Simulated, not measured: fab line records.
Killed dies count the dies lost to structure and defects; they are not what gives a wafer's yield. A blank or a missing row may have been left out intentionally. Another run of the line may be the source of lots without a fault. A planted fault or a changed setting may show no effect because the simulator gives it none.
A lot that was struck, set against a sound lot | flow sky130 | 14 steps out of a route of 708
Sound: the wafers L879.2, L879.3, L879.5. The struck wafers were L881.1, L881.3, L881.4. At the end, the cause is stated.
At each step with rows: each side's tool, then ch and its chambers, then its first start. Under that, the readings that differ: sound wafers | struck wafers | difference of the means | sigmas: that difference in standard deviations of wafers without a fault.
alike: a reading whose means differ by less than 2 such deviations, as well as words and numbers matching on both sides. not compared: withheld readings; readings where some wafer has no value; bounds like >300 that might hide an equal value; numbers whose values overlap and for which the record gives no deviation.
Wherever a step has rows on one side only, a row that says differs or no value, or a row with sigmas, the two part there. When numbers do not overlap yet have no deviation, they are printed without sigmas and do not part them. Lack of a reading on every wafer of one side parts them only where that side has two or more wafers.

first, 3 steps without rows for these wafers: SKY_METAL2_CLEAN_22 (cleans in IPA, time 180 s); SKY_METAL2_CLEAN_23 (cleans in O3/DIW); SKY_VIA2_HDPCVD_00 (deposits SiO2, target thk 1180 nm, time 196.7 s).
SKY_VIA2_THK_MEAS_01:
  sound on filmMetro-02, day 36 22:26; struck on filmMetro-03, day 37 13:26
  alike: VIA2_HDPCVD_THK
SKY_VIA2_CMP_02: polishes SiO2.
  sound on cmp-01 ch 0,1,3, day 36 22:32; struck on cmp-01 ch 0,1,3, day 37 13:29
  alike: motorCurrentA
SKY_VIA2_BOW_MEAS_03:
  sound on filmMetro-03, day 36 22:49; struck on filmMetro-04, day 37 13:47
  alike: VIA2_BOW
then, 6 steps without rows for these wafers: SKY_VIA2_DEHYDRATE_04 (time 60 s); SKY_VIA2_HMDS_05 (prime time 60 s); SKY_VIA2_COAT_06 (resist thk 60 nm); SKY_VIA2_COAT_07 (resist thk 450 nm); SKY_VIA2_SOFTBAKE_08 (time 90 s); SKY_VIA2_EXPOSE_09 (exposes mask VIM2, target cd 200 nm).
SKY_VIA2_PEB_10:
  sound on lithoTrack-03 ch 0, day 37 23:00; struck on lithoTrack-03, day 38 14:00
reading        | sound          | struck | difference                    | sigmas
exhaustPa (Pa) | 45.5 45.1 45.3 | - - -  | no value on the struck wafers | 
  not compared: chillPlateTempC
then, 1 step without rows for these wafers: SKY_VIA2_DEVELOP_11 (develop time 60 s).

## WHERE THEY PART
SKY_VIA2_PEB_10 only, going by this record.

WHY: what had been put in by the simulator
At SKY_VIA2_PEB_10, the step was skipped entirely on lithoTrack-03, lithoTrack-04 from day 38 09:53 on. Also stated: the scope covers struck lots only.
